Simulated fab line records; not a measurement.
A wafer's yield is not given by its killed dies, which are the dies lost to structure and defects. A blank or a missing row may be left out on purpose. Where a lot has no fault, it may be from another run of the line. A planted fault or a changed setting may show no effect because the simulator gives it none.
Matching of chambers -- flow sky130 -- cmp-02 running SKY_LI_CONTACT_CMP_02: 4 sister chambers
The step polishes PSG. 8 wafers are shown with their chamber, then 7 later ones without.

## EACH WAFER AND ITS CHAMBER
wafer,chamber,motorCurrentA (A),timeToEndpointS (s)
L825.6,0,12.8,31.8
L827.4,2,11.2,31.7
L830.6,2,12.1,38.7
L833.1,3,14.1,30.5
L833.2,1,11.3,37.0
L833.4,0,13.7,32.0
L834.2,3,13.8,36.1
L834.3,1,11.1,36.8

## WAFERS WITHOUT THEIR CHAMBER
wafer,motorCurrentA (A),timeToEndpointS (s)
L834.6,10.9,38.6
L836.1,13.0,32.3
L836.4,11.4,39.2
L836.5,11.2,39.0
L847.1,11.7,34.7
L847.2,13.0,31.3
L847.5,11.1,33.0

## WHICH CHAMBER EACH ONE RAN IN
wafer,from the rows above,in truth
L834.6,can't be placed: 1 or 2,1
L836.1,can't be placed: 0 or 3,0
L836.4,can't be placed: 1 or 2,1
L836.5,can't be placed: 1 or 2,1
L847.1,can't be placed: 2 or 1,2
L847.2,can't be placed: 0 or 3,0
L847.5,can't be placed: 1 or 2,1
Correct placement for 0 of the 7. These rows do not allow placing 7 (true chamber among the candidates in 7). Number placed wrongly: 0.
How it was worked out, from the rows above alone: a wafer's distance from a chamber is the root of the sum, over the readings, of the square of ((its reading less the chamber's mean) divided by the reading's scatter). The wafer belongs to the nearest chamber; if the next one is less than 2 further off, it can't be placed. The mean given for a chamber averages the wafers shown for that chamber. The scatter: take each reading less its chamber's mean, square it, sum over the shown wafers, divide by the number of wafers less the number of chambers, and take the root.
